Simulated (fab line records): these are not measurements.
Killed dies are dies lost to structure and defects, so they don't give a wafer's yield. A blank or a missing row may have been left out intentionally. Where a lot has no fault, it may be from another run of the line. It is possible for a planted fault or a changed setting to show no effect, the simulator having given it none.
fab line records ; flow sky130 ; part 2 of 2: steps 31 to 39 of 39
[record] lots = 5; wafers = 15; last-day = 49
route steps=708 shown METAL4@621 VIA4@639
lots with no fault: from the same line, run without faults
start-h: hours from the record's opening day to when the first of the lot's shown wafers began ; wait-h: time in hours since the lot's previous step ; " as in the row above ; L1.1+2: one row covering several wafers at once ; - either no value or no given start ; * or withheld: withheld ; < > ~ a bound
route shown NAME@n: names a module that has steps shown in the file, with the first one's number in the route ; usual: mean/standard deviation taken from wafers without a fault ; same: alike in all rows ; chamber/n: place in a boat ; sites: each site's reading ; _std_site: the standard deviation of these ; _edge_site: outer sites' mean less inner sites' ; radius-mm: for every site, how far away it sits from the centre of the wafer ; mask NAME#n: copy n ; behind: the most recent tool/chamber to have shaped the wafer ; hold: cause of the lot's hold/its duration in hours/its outcome ; device: transistor that didn't switch, given as n, p or np ; end of line: at the end of the route, the tests of the same wafers ; a step with no rows: only its recipe ; killed: count of dies lost to structure and defects at first sort (not the wafer's yield) ; map: the dies of a wafer, with x for killed, . for not killed, _ for no die there
set.NAME: the run value of the setting; set.NAME@STEP: its run value at that earlier step ; model.NAME: the simulator's own value behind a step, which no gauge read
lots at selected steps of the route; one table per step, one row per wafer
services: the hour from which a tool's chamber was out of use, counted from the record's first day as start-h (under 0 if before that day), plus the number of hours and why
[[steps]]
[step SKY_VIA4_ETCH_12]
[recipe] target = SiO2; chemistry = C4F8/O2/Ar; stop-on = TiN; mask-material = NOVOLAK; source-w = 1500; bias-w = 1200; pressure-mtorr = 40; c4f8-flow-sccm = withheld; O2_flow_sccm = 6; Ar_flow_sccm = 300; time-s = withheld; target-depth-a = 5800
[usual] chamber-pressure-mTorr = 40.00/0.037; oes-product-au = 0.925/0.005; rf-fwd-power-W = 1491/5.1
lot.wafer;tool;chamber;start-h;wait-h;chamber-pressure-mTorr;oes-product-au;rf-fwd-power-W
L077.1;rie-diel-01;0;1027.91;0.0;40.08;0.924;1495
L077.3;rie-diel-01;3;1027.91;0.0;40.00;0.925;1489
L077.6;rie-diel-01;2;1027.91;0.0;39.99;0.921;1484
L083.1;rie-diel-04;2;1068.37;0.0;40.03;0.925;1491
L083.2;rie-diel-04;0;1068.37;0.0;39.96;0.924;1488
L083.5;rie-diel-04;1;1068.37;0.0;40.03;0.920;1491
L086.2;rie-diel-04;1;1079.32;0.0;39.98;0.925;1486
L086.3;rie-diel-04;2;1079.32;0.0;40.03;0.930;1488
L086.4;rie-diel-04;3;1079.32;0.0;40.00;0.921;1480
L090.1;rie-diel-04;0;1109.07;0.0;39.98;0.932;1489
L090.5;rie-diel-04;3;1109.07;0.0;39.98;0.928;1487
L090.6;rie-diel-04;0;1109.07;0.0;40.05;0.926;1496
L092.2;rie-diel-03;0;1117.92;0.0;40.03;0.926;1488
L092.4;rie-diel-03;1;1117.92;0.0;39.97;0.918;1498
L092.6;rie-diel-03;1;1117.92;0.0;40.01;0.921;1491
[step SKY_VIA4_STRIP_13]
[recipe] chemistry = O2/N2; power-w = 1400; pressure-mtorr = 1500; platen-temp-c = withheld; o2-flow-sccm = 3000; n2-flow-sccm = 300; overash-fraction = 0.5
[usual] chamber-pressure-mTorr = 1500.0/1.4; drypump-motor-current-A = 5.7/0.48; oes-product-au = 0.709/0.005; strip-time-to-endpoint-s = 12.82/0.034
lot.wafer;tool;chamber;start-h;wait-h;chamber-pressure-mTorr;drypump-motor-current-A;oes-product-au;rf-hours-counter-h;strip-time-to-endpoint-s
L077.1;plasma-asher-02;0;1027.98;-;1498.1;6.2;0.701;29;12.80
L077.3;plasma-asher-02;1;1027.98;-;1500.1;6.5;0.706;-;12.79
L077.6;plasma-asher-02;1;1027.98;-;1500.0;6.5;0.716;-;12.85
L083.1;plasma-asher-02;0;1068.44;-;1500.1;6.2;0.706;34;12.82
L083.2;plasma-asher-02;1;1068.44;-;1502.2;6.6;0.706;34;12.82
L083.5;plasma-asher-02;1;1068.44;-;1500.7;6.5;0.698;-;12.80
L086.2;plasma-asher-04;0;1079.39;-;1499.9;5.2;0.705;1;12.81
L086.3;plasma-asher-04;1;1079.39;-;1502.4;5.7;0.707;-;12.86
L086.4;plasma-asher-04;0;1079.39;-;1499.9;5.2;0.712;-;12.89
L090.1;plasma-asher-03;1;1109.14;-;1500.1;5.7;0.705;66;12.83
L090.5;plasma-asher-03;1;1109.14;-;1502.6;5.7;0.707;-;12.84
L090.6;plasma-asher-03;0;1109.14;-;1500.8;5.2;0.716;-;12.77
L092.2;plasma-asher-02;1;1117.99;-;1503.4;6.5;0.709;39;12.77
L092.4;plasma-asher-02;1;1117.99;-;1499.5;6.5;0.713;-;12.83
L092.6;plasma-asher-02;1;1117.99;-;1497.3;6.5;0.706;-;12.78
[step SKY_VIA4_STRIP_14]
[recipe] chemistry = post-etch-residue-remover; time-s = 1200; temp-c = 72.5
lot.wafer;tool;chamber;start-h;wait-h
L077.1+3+6;wet-bench-03;3;1028.08;0.1
L083.1+2+5;wet-bench-03;1;1068.54;0.1
L086.2+3+4;wet-bench-02;2;1079.49;0.1
L090.1+5+6;wet-bench-03;0;1109.27;0.1
L092.2+4+6;wet-bench-03;3;1118.09;0.1
[step SKY_VIA4_CLEAN_15]
[recipe] chemistry = IPA; time-s = 180; temp-c = 25
lot.wafer;tool;chamber;start-h;wait-h
L077.1+3+6;wet-bench-02;1;1028.42;0.0
L083.1+2+5;wet-bench-04;1;1068.91;0.0
L086.2+3+4;wet-bench-04;1;1079.83;0.0
L090.1+5+6;wet-bench-03;0;1109.67;0.1
L092.2+4+6;wet-bench-02;2;1118.43;0.0
[step SKY_VIA4_CLEAN_16]
[recipe] chemistry = O3/DIW; dry = n2-spin
lot.wafer;tool;chamber;start-h;wait-h
L077.1+3+6;wet-bench-04;1;1028.48;0.0
L083.1+2+5;wet-bench-02;3;1068.97;0.0
L086.2+3+4;wet-bench-02;3;1079.89;0.0
L090.1+5+6;wet-bench-03;2;1109.82;0.1
L092.2+4+6;wet-bench-03;1;1118.49;0.0
[step SKY_VIA4_SPUTTER_17]
[recipe] material = TiN; target-thk-nm = 20; chamber-pressure-pa = 5; power-w = 4000; time-s = 80
[usual] throttle-valve-pct = 29.6/0.98
lot.wafer;tool;chamber;start-h;wait-h;throttle-valve-pct
L077.1;pvd-sputter-04;-;1028.57;0.0;31.4
L077.3;pvd-sputter-04;-;1028.57;0.0;27.8
L077.6;pvd-sputter-04;-;1028.57;0.0;31.6
L083.1;pvd-sputter-02;-;1069.07;0.0;29.5
L083.2;pvd-sputter-02;-;1069.07;0.0;28.3
L083.5;pvd-sputter-02;-;1069.07;0.0;28.8
L086.2;pvd-sputter-03;-;1079.98;0.0;28.7
L086.3;pvd-sputter-03;-;1079.98;0.0;29.9
L086.4;pvd-sputter-03;-;1079.98;0.0;29.0
L090.1;pvd-sputter-02;-;1109.91;0.0;28.7
L090.5;pvd-sputter-02;-;1109.91;0.0;30.3
L090.6;pvd-sputter-02;-;1109.91;0.0;28.4
L092.2;pvd-sputter-02;-;1118.58;0.0;30.2
L092.4;pvd-sputter-02;-;1118.58;0.0;28.4
L092.6;pvd-sputter-02;-;1118.58;0.0;30.4
[step SKY_VIA4_CVD_18]
[recipe] material = W; target-thk-nm = 505; time-s = 152.14; temp-c = 402; pressure-torr = 40
[usual] heater-power-w = 860/110
lot.wafer;tool;chamber;start-h;wait-h;heater-power-w
L077.1;cvd-w-01;1;1028.63;0.0;793
L077.3;cvd-w-01;1;1028.63;0.0;801
L077.6;cvd-w-01;1;1028.63;0.0;791
L083.1;cvd-w-02;1;1069.13;0.0;935
L083.2;cvd-w-02;0;1069.13;0.0;716
L083.5;cvd-w-02;1;1069.13;0.0;943
L086.2;cvd-w-01;1;1080.04;0.0;798
L086.3;cvd-w-01;0;1080.04;0.0;989
L086.4;cvd-w-01;1;1080.04;0.0;790
L090.1;cvd-w-01;0;1109.98;0.0;984
L090.5;cvd-w-01;1;1109.98;0.0;785
L090.6;cvd-w-01;0;1109.98;0.0;1013
L092.2;cvd-w-02;0;1118.69;0.1;707
L092.4;cvd-w-02;0;1118.69;0.1;703
L092.6;cvd-w-02;0;1118.69;0.1;724
[step SKY_VIA4_RS_MEAS_19]
[recipe] thk-meas-gauge = four-point-probe; reads = W_of_VIA4_CVD_18+TiN_of_VIA4_SPUTTER_17
[usual] VIA4_W_RS = 0.2186/0.0021
lot.wafer;tool;chamber;start-h;wait-h;VIA4_W_RS[ohm/sq]
L077.1;film-metro-03;-;1028.78;0.1;0.2172
L077.3;film-metro-03;-;1028.78;0.1;0.2172
L077.6;film-metro-03;-;1028.78;0.1;0.2186
L083.1;film-metro-01;-;1069.29;0.1;0.2196
L083.2;film-metro-01;-;1069.29;0.1;0.2196
L083.5;film-metro-01;-;1069.29;0.1;0.2197
L086.2;film-metro-02;-;1080.21;0.1;0.2207
L086.3;film-metro-02;-;1080.21;0.1;0.2200
L086.4;film-metro-02;-;1080.21;0.1;0.2187
L090.1;film-metro-02;-;1110.13;0.1;0.2151
L090.5;film-metro-02;-;1110.13;0.1;0.2175
L090.6;film-metro-02;-;1110.13;0.1;0.2169
L092.2;film-metro-01;-;1118.97;0.2;0.2220
L092.4;film-metro-01;-;1118.97;0.2;0.2223
L092.6;film-metro-01;-;1118.97;0.2;0.2217
[step SKY_VIA4_THK_MEAS_20]
[recipe] thk-meas-gauge = xrf; reads = W_of_VIA4_CVD_18
[usual] VIA4_W_THK = 532/6
lot.wafer;tool;chamber;start-h;wait-h;VIA4_W_THK[nm]
L077.1;film-metro-03;-;1028.90;0.1;533
L077.3;film-metro-03;-;1028.90;0.1;536
L077.6;film-metro-03;-;1028.90;0.1;532
L083.1;film-metro-01;-;1069.41;0.1;530
L083.2;film-metro-01;-;1069.41;0.1;531
L083.5;film-metro-01;-;1069.41;0.1;530
L086.2;film-metro-02;-;1080.32;0.1;525
L086.3;film-metro-02;-;1080.32;0.1;525
L086.4;film-metro-02;-;1080.32;0.1;525
L090.1;film-metro-02;-;1110.25;0.1;537
L090.5;film-metro-02;-;1110.25;0.1;532
L090.6;film-metro-02;-;1110.25;0.1;533
L092.2;film-metro-01;-;1119.08;0.1;525
L092.4;film-metro-01;-;1119.08;0.1;528
L092.6;film-metro-01;-;1119.08;0.1;523
[[services]]
tool;chamber;start-h;hours;kind
rie-diel-04;-;969.63;2.8;pm
rie-diel-04;2;972.43;2.5;repair
cmp-01;-;979.45;0.2;repair
cmp-01;-;980.92;1.7;repair
cmp-01;-;982.61;6.2;pm
rie-diel-04;3;986.15;2.4;repair
rie-metal-03;-;990.32;4.3;pm
iline-stepper-01;-;992.46;1.7;pm
rie-metal-04;-;1003.10;14.6;pm
rie-metal-01;0;1003.45;23.9;repair
rie-diel-03;1;1007.15;3.2;repair
rie-diel-03;0;1016.72;8.5;repair
rie-metal-04;-;1019.08;6.4;repair
krf-scanner-01;-;1020.90;1.3;pm
rie-metal-01;-;1026.39;2.8;pm
rie-diel-03;3;1027.59;5.9;repair
rie-metal-04;1;1032.74;3.1;repair
hdpcvd-02;-;1058.13;0.9;repair
cmp-01;-;1069.86;2.9;pm
rie-metal-04;-;1075.04;2.8;pm
rie-diel-03;-;1081.92;3.2;repair
rie-metal-04;1;1086.66;51.4;repair
rie-metal-01;-;1105.21;14.6;pm
rie-diel-03;-;1118.55;2.8;pm
